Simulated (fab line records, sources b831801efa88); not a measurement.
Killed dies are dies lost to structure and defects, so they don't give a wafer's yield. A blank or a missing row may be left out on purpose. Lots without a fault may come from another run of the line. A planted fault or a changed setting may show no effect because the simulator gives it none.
A struck lot beside a sound one | flow sfq_line | 15 steps out of a route of 325
Sound: wafers L309.1, L309.5, L309.6. Struck: wafers L314.1, L314.2, L314.3. The cause comes at the end.
At each step with rows: each side's tool, then ch and its chambers, then its first start. Under that, the readings that differ: sound wafers | struck wafers | difference of the means | sigmas: that difference in standard deviations of wafers without a fault.
alike: readings whose means differ by less than 2 such deviations, and words and numbers that are the same on both sides. not compared: withheld readings, readings that some wafer has no value for, bounds like >300 that may hide the same value, and numbers for which the record gives no deviation and whose values overlap.
The two part at a step that has a row with sigmas, a row that says differs or no value, or rows on one side only. Numbers that don't overlap but have no deviation are shown without sigmas and don't part them. A reading that every wafer of one side lacks parts them only if that side has two wafers or more.

SFQ_I5_OVL_MEAS_936:
  sound on overlay-01, day 71 07:46; struck on overlay-01, day 72 01:55
  alike: I5_OVL
SFQ_TRILAYER_I5_BARC_OPEN_VIA_ETCH_200: etches BARC in O2, target depth 125 nm, time 41.7 s.
  sound on rie_diel-03 ch 0,3, day 71 07:47; struck on rie_diel-01 ch 0,2,3, day 72 01:58
  alike: chamber_pressure_mTorr, drypump_motor_current_A, oes_product_au
  not compared: rf_hours_counter_h
SFQ_TRILAYER_I5_ETCH_VIA_ETCH_147: etches the open film in CHF3, stops on Nb, target depth 360 nm.
  sound on rie_diel-03 ch 0,3, day 71 07:50; struck on rie_diel-01 ch 0,2,3, day 72 02:00
  alike: chamber_pressure_mTorr, drypump_motor_current_A, oes_product_au
SFQ_TRILAYER_I5_STRIP_STRIP_148: strips in O2.
  sound on rie_metal-03 ch 0,1, day 71 07:59; struck on rie_metal-03 ch 0,1, day 72 02:09
  alike: chamber_pressure_mTorr, drypump_motor_current_A, oes_product_au
  not compared: rf_hours_counter_h
then, 7 steps without rows for these wafers: SFQ_TRILAYER_I5_STRIP_SOLV_CLEAN_149 (cleans in NMP, time 600 s); SFQ_TRILAYER_C5_LITHO_COAT_156 (resist thk 62 nm); SFQ_TRILAYER_C5_LITHO_COAT_151 (resist thk 650 nm); SFQ_TRILAYER_C5_LITHO_SOFTBAKE_155; SFQ_TRILAYER_C5_LITHO_EXPOSE_152 (exposes mask C5, target cd 500 nm); SFQ_TRILAYER_C5_LITHO_PEB_154 (peb time 60 s); SFQ_TRILAYER_C5_LITHO_DEVELOP_153 (time 60 s).
-- the record jumps here: 4 days lie between the struck wafers' starts before and after --
SFQ_C5_OVL_MEAS_937:
  sound on overlay-01, day 75 16:34; struck on overlay-01, day 76 09:22
  alike: C5_OVL
SFQ_TRILAYER_C5_BARC_OPEN_VIA_ETCH_210: etches BARC in O2, target depth 125 nm, time 41.7 s.
  sound on rie_diel-02 ch 2,3, day 75 16:35; struck on rie_diel-02 ch 0,1,2, day 76 09:23
  reading                                             | sound             | struck            | difference | sigmas
  model.KrF_of_TRILAYER_C5_LITHO_COAT_151.thk_nm (nm) | 574.3 576.9 575.3 | 582.5 582.7 587.6 | +8.8       |
  alike: chamber_pressure_mTorr, drypump_motor_current_A, oes_product_au
  not compared: rf_hours_counter_h
SFQ_TRILAYER_C5_ETCH_VIA_ETCH_154: etches SiO2 in CHF3, stops on Nb, target depth 84 nm.
  sound on rie_diel-02 ch 2,3, day 75 16:38; struck on rie_diel-02 ch 0,1,2, day 76 09:26
  reading                                             | sound             | struck            | difference | sigmas
  model.KrF_of_TRILAYER_C5_LITHO_COAT_151.thk_nm (nm) | 559.8 562.8 560.9 | 568.1 568.2 573.3 | +8.7       |
  alike: chamber_pressure_mTorr, drypump_motor_current_A, oes_product_au
SFQ_TRILAYER_C5_STRIP_STRIP_155: strips in O2.
  sound on rie_metal-01 ch 0,1, day 75 16:41; struck on rie_metal-04 ch 0,1, day 76 09:29
  alike: chamber_pressure_mTorr, drypump_motor_current_A, oes_product_au
  not compared: rf_hours_counter_h

WHERE THEY PART
Nowhere in this record.

WHY: what the simulator had put in
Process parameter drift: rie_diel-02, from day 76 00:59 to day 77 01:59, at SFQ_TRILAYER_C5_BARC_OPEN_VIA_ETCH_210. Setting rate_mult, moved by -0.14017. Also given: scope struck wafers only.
